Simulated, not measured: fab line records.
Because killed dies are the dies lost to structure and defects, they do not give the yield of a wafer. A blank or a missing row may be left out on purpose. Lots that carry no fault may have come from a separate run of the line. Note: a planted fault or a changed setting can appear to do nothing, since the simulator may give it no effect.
Matching of chambers    flow gf180mcu    GF_V5_CMP_04 on cmp-02: 4 sister chambers
The step polishes SiO2. 4 wafers are shown with their chamber, then 7 later ones without.

## EACH WAFER AND ITS CHAMBER
wafer   chamber  motorCurrentA (A)
L221.5  0        12.5
L230.1  2        10.8
L235.2  1        13.6
L235.3  3        10.4

## WAFERS WHOSE CHAMBER IS MISSING
wafer   motorCurrentA (A)
L235.4  12.9
L236.1  10.8
L236.3  13.2
L236.5  10.6
L240.1  13.1
L240.4  10.9
L240.5  13.3

## WHICH CHAMBER EACH ONE RAN IN
wafer   from the rows above      in truth
L235.4  can't be placed: 0 or 1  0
L236.1  can't be placed: 2 or 3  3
L236.3  can't be placed: 1 or 0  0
L236.5  can't be placed: 3 or 2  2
L240.1  can't be placed: 1 or 0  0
L240.4  can't be placed: 2 or 3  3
L240.5  can't be placed: 1 or 0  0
Placed correctly: 0 of 7. These rows do not allow placing 7 (true chamber among the candidates in 7). Number placed wrongly: 0.
How it was worked out, from the rows above alone: a wafer's distance from a chamber is the root of the sum, over the readings, of the square of ((its reading less the chamber's mean) divided by the reading's scatter). The wafer belongs to the nearest chamber; if the next one is less than 2 further off, it can't be placed. For every chamber, the mean is computed from those of its wafers that are shown. The scatter: root of mean squared gap, hidden wafer to nearest shown wafer, with one shown wafer a chamber.
